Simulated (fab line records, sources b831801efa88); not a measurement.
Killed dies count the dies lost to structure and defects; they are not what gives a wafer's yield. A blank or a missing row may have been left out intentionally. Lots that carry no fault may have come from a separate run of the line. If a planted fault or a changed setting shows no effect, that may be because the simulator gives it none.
Which tool was responsible? :: flow gf180mcu :: 13 lots with 39 wafers sampled at 6 steps, on a route of 602 steps

WHAT EACH GAUGE READ, for each wafer
GF_HV_LDD_TW_MEAS_38.
lot: L377
measured: day 12 01:20
on: filmMetro-02
HV_LDD_3_TW: 1420 1422 1427

lot: L379
measured: day 12 14:11
on: filmMetro-04
HV_LDD_3_TW: 1440 1438 1431

lot: L380
measured: day 12 21:23
on: filmMetro-01
HV_LDD_3_TW: 1417 1407 1414

lot: L381
measured: day 13 08:58
on: filmMetro-02
HV_LDD_3_TW: 1439 1432 1429

lot: L384
measured: day 14 04:18
on: filmMetro-04
HV_LDD_3_TW: 1432 1428 1428

lot: L385
measured: day 14 08:47
on: filmMetro-02
HV_LDD_3_TW: 1425 1428 1429

lot: L386
measured: day 14 15:58
on: filmMetro-02
HV_LDD_3_TW: 1428 1422 1426

lot: L390
measured: day 16 04:42
on: filmMetro-01
HV_LDD_3_TW: 1683 1686 1684

lot: L391
measured: day 16 10:47
on: filmMetro-04
HV_LDD_3_TW: 1433 1432 1426

lot: L392
measured: day 16 20:56
on: filmMetro-02
HV_LDD_3_TW: 1698 1694 1697

lot: L394
measured: day 17 08:07
on: filmMetro-04
HV_LDD_3_TW: 1707 1711 1700

lot: L397
measured: day 18 13:28
on: filmMetro-01
HV_LDD_3_TW: 1423 1413 1417

lot: L399
measured: day 18 20:28
on: filmMetro-01
HV_LDD_3_TW: 1415 1417 1416

GF_HV_LDD_RS_MEAS_53: uses a four-point probe to measure.
lot: L377
measured: day 12 21:20
on: filmMetro-02
HV_LDD_RS (ohm/sq): 419.4 417.9 418.7

lot: L379
measured: day 13 10:35
on: filmMetro-02
HV_LDD_RS (ohm/sq): 417.1 418.7 418.8

lot: L380
measured: day 13 17:41
on: filmMetro-02
HV_LDD_RS (ohm/sq): 419.2 419.4 419.0

lot: L381
measured: day 14 05:52
on: filmMetro-02
HV_LDD_RS (ohm/sq): 418.3 417.9 418.3

lot: L384
measured: day 15 01:19
on: filmMetro-02
HV_LDD_RS (ohm/sq): 419.0 419.9 420.3

lot: L385
measured: day 15 06:08
on: filmMetro-02
HV_LDD_RS (ohm/sq): 417.4 416.7 416.6

lot: L386
measured: day 15 13:46
on: filmMetro-01
HV_LDD_RS (ohm/sq): 418.8 417.8 419.4

lot: L390
measured: day 17 04:05
on: filmMetro-02
HV_LDD_RS (ohm/sq): 368.4 368.4 368.1

lot: L391
measured: day 17 10:33
on: filmMetro-04
HV_LDD_RS (ohm/sq): 416.8 417.3 416.7

lot: L392
measured: day 17 20:31
on: filmMetro-02
HV_LDD_RS (ohm/sq): 369.3 370.0 369.5

lot: L394
measured: day 18 08:01
on: filmMetro-02
HV_LDD_RS (ohm/sq): 369.9 370.3 370.6

lot: L397
measured: day 19 14:00
on: filmMetro-01
HV_LDD_RS (ohm/sq): 419.9 421.4 420.7

lot: L399
measured: day 19 21:27
on: filmMetro-02
HV_LDD_RS (ohm/sq): 419.0 418.2 419.6

GF_M3_THK_MEAS_06: measures by xrf.
lot: L377
measured: day 20 21:51
on: filmMetro-03
M3_ALCU_THK (nm): 454 454 458

lot: L379
measured: day 21 12:58
on: filmMetro-02
M3_ALCU_THK (nm): 456 457 457

lot: L380
measured: day 21 22:00
on: filmMetro-03
M3_ALCU_THK (nm): 454 457 456

lot: L381
measured: day 22 11:29
on: filmMetro-03
M3_ALCU_THK (nm): 450 453 451

lot: L384
measured: day 23 10:08
on: filmMetro-01
M3_ALCU_THK (nm): 453 456 455

lot: L385
measured: day 23 14:05
on: filmMetro-02
M3_ALCU_THK (nm): 463 457 460

lot: L386
measured: day 23 20:59
on: filmMetro-03
M3_ALCU_THK (nm): 460 458 464

lot: L390
measured: day 25 11:08
on: filmMetro-01
M3_ALCU_THK (nm): 451 453 449

lot: L391
measured: day 25 17:02
on: filmMetro-03
M3_ALCU_THK (nm): 457 457 456

lot: L392
measured: day 26 05:52
on: filmMetro-01
M3_ALCU_THK (nm): 449 451 454

lot: L394
measured: day 26 12:19
on: filmMetro-01
M3_ALCU_THK (nm): 443 448 450

lot: L397
measured: day 27 12:43
on: filmMetro-03
M3_ALCU_THK (nm): 455 459 452

lot: L399
measured: day 27 19:00
on: filmMetro-02
M3_ALCU_THK (nm): 453 453 453

GF_M4_THK_MEAS_06: measures by xrf.
lot: L377
measured: day 23 01:30
on: filmMetro-01
M4_ALCU_THK (nm): 451 446 449

lot: L379
measured: day 23 16:04
on: filmMetro-03
M4_ALCU_THK (nm): 452 454 455

lot: L380
measured: day 23 22:25
on: filmMetro-03
M4_ALCU_THK (nm): 444 452 453

lot: L381
measured: day 24 12:59
on: filmMetro-01
M4_ALCU_THK (nm): 450 450 447

lot: L384
measured: day 25 09:38
on: filmMetro-01
M4_ALCU_THK (nm): 451 449 451

lot: L385
measured: day 25 12:55
on: filmMetro-01
M4_ALCU_THK (nm): 450 450 449

lot: L386
measured: day 25 18:58
on: filmMetro-01
M4_ALCU_THK (nm): 444 450 450

lot: L390
measured: day 27 07:19
on: filmMetro-03
M4_ALCU_THK (nm): 453 454 454

lot: L391
measured: day 27 13:05
on: filmMetro-01
M4_ALCU_THK (nm): 453 453 452

lot: L392
measured: day 28 01:10
on: filmMetro-04
M4_ALCU_THK (nm): 444 448 448

lot: L394
measured: day 28 07:48
on: filmMetro-01
M4_ALCU_THK (nm): 438 444 442

lot: L397
measured: day 29 08:03
on: filmMetro-04
M4_ALCU_THK (nm): 443 443 445

lot: L399
measured: day 29 13:38
on: filmMetro-03
M4_ALCU_THK (nm): 452 454 451

WHICH TOOL RAN EACH LOT (tool, then ch and the chambers of the sampled wafers, then the start)
lot: L377
GF_HV_LDD_IMPLANT_36: implanter-01 ch 0, day 12 01:05
GF_V3_CVD_23: cvdW-01 ch 0,1, day 23 00:34

lot: L379
GF_HV_LDD_IMPLANT_36: implanter-04 ch 0, day 12 13:58
GF_V3_CVD_23: cvdW-01 ch 0,1, day 23 15:08

lot: L380
GF_HV_LDD_IMPLANT_36: implanter-02 ch 0, day 12 21:08
GF_V3_CVD_23: cvdW-02 ch 0,1, day 23 21:29

lot: L381
GF_HV_LDD_IMPLANT_36: implanter-02 ch 0, day 13 08:44
GF_V3_CVD_23: cvdW-01 ch 0,1, day 24 12:04

lot: L384
GF_HV_LDD_IMPLANT_36: implanter-04 ch 0, day 14 04:04
GF_V3_CVD_23: cvdW-01 ch 0, day 25 08:37

lot: L385
GF_HV_LDD_IMPLANT_36: implanter-02 ch 0, day 14 08:32
GF_V3_CVD_23: cvdW-01 ch 0, day 25 11:53

lot: L386
GF_HV_LDD_IMPLANT_36: implanter-01 ch 0, day 14 15:43
GF_V3_CVD_23: cvdW-01 ch 0,1, day 25 18:02

lot: L390
GF_HV_LDD_IMPLANT_36: implanter-02 ch 0, day 16 04:28
GF_V3_CVD_23: cvdW-01 ch 0,1, day 27 06:22

lot: L391
GF_HV_LDD_IMPLANT_36: implanter-01 ch 0, day 16 10:32
GF_V3_CVD_23: cvdW-02 ch 0,1, day 27 12:10

lot: L392
GF_HV_LDD_IMPLANT_36: implanter-02 ch 0, day 16 20:41
GF_V3_CVD_23: cvdW-02 ch 0,1, day 28 00:14

lot: L394
GF_HV_LDD_IMPLANT_36: implanter-02 ch 0, day 17 07:53
GF_V3_CVD_23: cvdW-01 ch 0,1, day 28 06:53

lot: L397
GF_HV_LDD_IMPLANT_36: implanter-01 ch 0, day 18 13:16
GF_V3_CVD_23: cvdW-01 ch 0,1, day 29 07:06

lot: L399
GF_HV_LDD_IMPLANT_36: implanter-04 ch 0, day 18 20:14
GF_V3_CVD_23: cvdW-02 ch 0,1, day 29 12:41
- GF_HV_LDD_IMPLANT_36
- GF_V3_CVD_23: deposits W, target thk 350 nm, time 104.9 s.

AS READ BY THE TOOLS THEMSELVES (means over the sampled wafers that have a number; for cases with no such wafer, the mark the record gives instead)
GF_HV_LDD_IMPLANT_36.
lot: L377
tool: implanter-01
doseIonsCm2: 7.500e+12
faradayCurrentUA: 42.7

lot: L379
tool: implanter-04
doseIonsCm2: 7.497e+12
faradayCurrentUA: 42.4

lot: L380
tool: implanter-02
doseIonsCm2: 7.498e+12
faradayCurrentUA: 41.6

lot: L381
tool: implanter-02
doseIonsCm2: 7.492e+12
faradayCurrentUA: 42.7

lot: L384
tool: implanter-04
doseIonsCm2: 7.508e+12
faradayCurrentUA: 42.6

lot: L385
tool: implanter-02
doseIonsCm2: 7.494e+12
faradayCurrentUA: 41.4

lot: L386
tool: implanter-01
doseIonsCm2: 7.499e+12
faradayCurrentUA: 41.5

lot: L390
tool: implanter-02
doseIonsCm2: 2.902e+13
faradayCurrentUA: 166.7

lot: L391
tool: implanter-01
doseIonsCm2: 7.498e+12
faradayCurrentUA: 42.4

lot: L392
tool: implanter-02
doseIonsCm2: 2.904e+13
faradayCurrentUA: 162.8

lot: L394
tool: implanter-02
doseIonsCm2: 2.903e+13
faradayCurrentUA: 164.3

lot: L397
tool: implanter-01
doseIonsCm2: 7.496e+12
faradayCurrentUA: 42.1

lot: L399
tool: implanter-04
doseIonsCm2: 7.495e+12
faradayCurrentUA: 42.2

GF_V3_CVD_23.
lot: L377
tool: cvdW-01
heaterPowerW (W): 904

lot: L379
tool: cvdW-01
heaterPowerW (W): 924

lot: L380
tool: cvdW-02
heaterPowerW (W): 873

lot: L381
tool: cvdW-01
heaterPowerW (W): 863

lot: L384
tool: cvdW-01
heaterPowerW (W): 955

lot: L385
tool: cvdW-01
heaterPowerW (W): 965

lot: L386
tool: cvdW-01
heaterPowerW (W): 913

lot: L390
tool: cvdW-01
heaterPowerW (W): 924

lot: L391
tool: cvdW-02
heaterPowerW (W): 918

lot: L392
tool: cvdW-02
heaterPowerW (W): 872

lot: L394
tool: cvdW-01
heaterPowerW (W): 927

lot: L397
tool: cvdW-01
heaterPowerW (W): 918

lot: L399
tool: cvdW-02
heaterPowerW (W): 923

THE ANSWER, worked out from the rows above alone
Rule: usual is defined by the lots themselves. The widest of any qualifying gaps counts: lots, ordered by their means at a reading, are off when they make up no more than a third of the lots, leave a main group of 4 or more, and stand apart from it by 3 or more times the standard deviation of that group's means. If all means in a main group match to the digits the tables above print for the reading, that group is not used. A lot without any number at a reading at which 4 lots or more have one is off too. The other lots that the step has rows for count as sound. After the gauges, taken in route order, come the tools' own readings; for these a lot's mean is taken, as printed above. At the first step where some lot is off, the reading lying furthest off is the one used; lots without a number count as furthest.
Off: L390, L392, L394, at GF_HV_LDD_TW_MEAS_38 (HV_LDD_3_TW). The main group: mean 1425, standard deviation 7.4.
If a tool, at a process step before that reading, ran all the lots that are off and no sound lot after the first of them, it fits. The gauges at GF_HV_LDD_TW_MEAS_38 aren't tried: what is off there is off at GF_HV_LDD_IMPLANT_36 too, on other tools, and a gauge's error can't cause that. One fits: GF_HV_LDD_IMPLANT_36 on implanter-02. Its last sound lot is L385 (day 14 08:32), its first lot that is off L390 (day 16 04:28): a fault that began between those two fits.
The tool's own readings at GF_HV_LDD_IMPLANT_36 bear it out: on the lots that are off they differ by more than 5 times the standard deviation of the sound lots' means. doseIonsCm2 reads 2.903e+13 there against 7.498e+12 on the sound lots; faradayCurrentUA reads 164.6 there against 42.2 on the sound lots.

WHAT THE SIMULATOR HAD INSERTED
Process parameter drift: implanter-02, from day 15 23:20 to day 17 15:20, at GF_HV_LDD_IMPLANT_36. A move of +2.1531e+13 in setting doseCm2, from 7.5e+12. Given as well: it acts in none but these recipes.
Shown lots that were struck: L390, L392, L394. Same finding as the rule above.
